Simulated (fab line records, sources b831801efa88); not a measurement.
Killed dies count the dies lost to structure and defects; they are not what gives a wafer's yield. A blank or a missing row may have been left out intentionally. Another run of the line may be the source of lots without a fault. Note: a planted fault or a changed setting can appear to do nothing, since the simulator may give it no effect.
The tool behind it: which one? / flow sky130 / 18 wafers from 6 lots sampled at 2 of the route's 708 steps

== WHAT EACH GAUGE READ, for each wafer ==
SKY_VT_ADJUST_NCORE_TW_MEAS_11.
lot=L745; measured=day 9 13:08; on=film-metro-02; VT_ADJUST_NCORE_TW=216.4 216.0 215.4
lot=L750; measured=day 10 21:55; on=film-metro-04; VT_ADJUST_NCORE_TW=119.4 118.5 118.3
lot=L756; measured=day 12 15:11; on=film-metro-04; VT_ADJUST_NCORE_TW=217.0 217.6 218.1
lot=L760; measured=day 14 03:22; on=film-metro-02; VT_ADJUST_NCORE_TW=216.1 216.8 216.3
lot=L762; measured=day 14 14:44; on=film-metro-01; VT_ADJUST_NCORE_TW=218.3 218.1 219.8
lot=L765; measured=day 15 16:37; on=film-metro-01; VT_ADJUST_NCORE_TW=217.0 218.2 216.8

== EACH LOT AND THE TOOL THAT RAN IT (in order: tool; ch and the chambers of the sampled wafers; start) ==
lot=L745; SKY_VT_ADJUST_NCORE_IMPLANT_09=implanter-03 ch 0, day 9 12:55
lot=L750; SKY_VT_ADJUST_NCORE_IMPLANT_09=implanter-04 ch 0, day 10 21:40
lot=L756; SKY_VT_ADJUST_NCORE_IMPLANT_09=implanter-02 ch 0, day 12 14:56
lot=L760; SKY_VT_ADJUST_NCORE_IMPLANT_09=implanter-02 ch 0, day 14 03:07
lot=L762; SKY_VT_ADJUST_NCORE_IMPLANT_09=implanter-03 ch 0, day 14 14:30
lot=L765; SKY_VT_ADJUST_NCORE_IMPLANT_09=implanter-03 ch 0, day 15 16:22
- SKY_VT_ADJUST_NCORE_IMPLANT_09

== THE ANSWER, worked out from the rows above alone ==
Rule: the usual values come from the lots themselves. The widest of any qualifying gaps counts: lots, ordered by their means at a reading, are off when they make up no more than a third of the lots, leave a main group of 4 or more, and stand apart from it by 3 or more times the standard deviation of that group's means. A main group is skipped when, at the precision printed for the reading in the tables above, its means are all equal. Also off: a lot with no number at a reading for which 4 or more lots have one. The other lots that the step has rows for count as sound.
Off: at SKY_VT_ADJUST_NCORE_TW_MEAS_11 (VT_ADJUST_NCORE_TW), L750. The main group has a mean of 217.2 with a standard deviation of 0.97.
A tool fits if, at a process step before that reading, it ran every lot that is off, and no sound lot after the first of them. Those tools and the gauges at SKY_VT_ADJUST_NCORE_TW_MEAS_11 are tried in the same way. One candidate fits, namely implanter-04 at SKY_VT_ADJUST_NCORE_IMPLANT_09. It ran no sound lot before its first lot that is off in this sample, so the start can't be narrowed down.

== WHAT THE SIMULATOR HAD INSERTED ==
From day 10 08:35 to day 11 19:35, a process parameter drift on implanter-04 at SKY_VT_ADJUST_NCORE_IMPLANT_09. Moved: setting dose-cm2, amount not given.
Lots struck among those shown: L750. This agrees with what the rule above found.
